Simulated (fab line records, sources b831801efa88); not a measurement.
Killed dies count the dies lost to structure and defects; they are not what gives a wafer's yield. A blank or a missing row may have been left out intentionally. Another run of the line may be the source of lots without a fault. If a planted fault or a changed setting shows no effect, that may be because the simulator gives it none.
A lot that was struck, set against a sound lot / flow sky130 / 22 out of 708 route steps
Sound: wafers L605.2, L605.4, L605.5. Wafers struck: L615.1, L615.5, L615.6. The cause comes at the end.
Per side, at each step with rows, come the tool, then ch with its chambers, and then its first start. Under that, the readings that differ: sound wafers / struck wafers / difference of the means / sigmas: that difference in standard deviations of wafers without a fault.
alike: same words and numbers on both sides, and readings whose means sit less than 2 such deviations apart. not compared: any withheld reading, any reading some wafer has no value for, any bound like >300 that may hide the same value, and any number with overlapping values for which the record gives no deviation.
The two part at a step that has a row with sigmas, a row that says differs or no value, or rows on one side only. Numbers that don't overlap but have no deviation are shown without sigmas and don't part them. A reading that every wafer of one side lacks parts them only if that side has two wafers or more.

first, 4 steps without rows for these wafers: SKY_METAL5_SOFTBAKE_10 (time 60 s); SKY_METAL5_EXPOSE_11 (exposes mask MM5, target cd 1600 nm); SKY_METAL5_PEB_12; SKY_METAL5_DEVELOP_13 (develop time 60 s).
SKY_METAL5_DESCUM_14: chemistry O2, time 11 s.
  sound on rie metal-04 ch 0,1, day 45 04:45; struck on rie metal-01 ch 0,1, day 48 01:34
  alike: drypump motor current A, oes product au
  not compared: rf hours counter h
SKY_METAL5_METAL_ETCH_15: etches the open film in Cl2/BCl3, stops on SiO2, target depth 1260 nm, time 252 s.
  sound on rie metal-04 ch 0,1, day 45 04:47; struck on rie metal-01 ch 0,1, day 48 01:35
  alike: bias w, drypump motor current A, oes product au, throttle valve pct
  not compared: rf hours counter h
SKY_METAL5_STRIP_16: strips in O2/N2.
  sound on plasma asher-01 ch 0,1, day 45 05:01; struck on plasma asher-01 ch 0,1, day 48 01:50
  alike: drypump motor current A, oes product au, strip time to endpoint s
  not compared: rf hours counter h
then, 3 steps without rows for these wafers: SKY_METAL5_STRIP_17 (strips in post etch residue remover, time 1200 s); SKY_METAL5_CLEAN_18 (cleans in IPA, time 180 s); SKY_METAL5_CLEAN_19 (cleans in O3/DIW).
SKY_PASSIVATION_CVD_00: deposits SiO2, target thk 90 nm.
  sound on pecvd-01 ch 0,1, day 45 05:47; struck on pecvd-01 ch 1,2, day 48 02:25
  alike: heater power outer w, heater power w
SKY_PASSIVATION_THK_MEAS_01:
  sound on film metro-01 at day 45 05:49; struck on film metro-01 at day 48 02:26
  alike: PASSIVATION_CVD_00_THK
SKY_PASSIVATION_CVD_02: deposits Si3N4, target thk 540 nm.
  sound on pecvd-04 ch 0,2, day 45 05:52; struck on pecvd-04 ch 0,1, day 48 02:30
  no value came back on the struck wafers for heater power outer w (W), heater power w (W); on the sound wafers heater power outer w (W) reads 435 347 432
then, 7 steps without rows for these wafers: SKY_PASSIVATION_DEHYDRATE_04 (time 60 s); SKY_PASSIVATION_HMDS_05 (prime time 60 s); SKY_PASSIVATION_COAT_06 (resist thk 3049 nm); SKY_PASSIVATION_SOFTBAKE_07; SKY_PASSIVATION_EXPOSE_08 (exposes mask NSM, target cd 3000 nm); SKY_PASSIVATION_PEB_09; SKY_PASSIVATION_DEVELOP_10 (develop time 60 s).
SKY_PASSIVATION_ETCH_11: etches the open film in CF4/O2, stops on AlCu, target depth 725 nm, time 161.1 s.
  sound on rie diel-03 ch 0,1,3, day 46 02:08; struck on rie diel-02 ch 0,3, day 48 21:31
reading=model.PASSIVATION.feature depth nm (nm); sound=701 709.3 705.6; struck=725 725 725; difference=+20; sigmas=
reading=model.etch.depth nm (nm); sound=701 709.3 705.6; struck=725 725 725; difference=+20; sigmas=
  alike: bias w, drypump motor current A, oes product au, throttle valve pct
  not compared: rf hours counter h
SKY_PASSIVATION_STRIP_12: strips in O2/N2.
  sound on plasma asher-01 ch 0,1, day 46 02:14; struck on plasma asher-01 ch 0,1, day 48 21:37
  alike: drypump motor current A, oes product au, strip time to endpoint s
  not compared: rf hours counter h

## WHERE THEY PART
At SKY_PASSIVATION_CVD_02 and nowhere else, as far as this record goes. Later steps at which nothing parts them and some readings are alike: SKY_PASSIVATION_ETCH_11, SKY_PASSIVATION_STRIP_12.

WHY: what had been put in by the simulator
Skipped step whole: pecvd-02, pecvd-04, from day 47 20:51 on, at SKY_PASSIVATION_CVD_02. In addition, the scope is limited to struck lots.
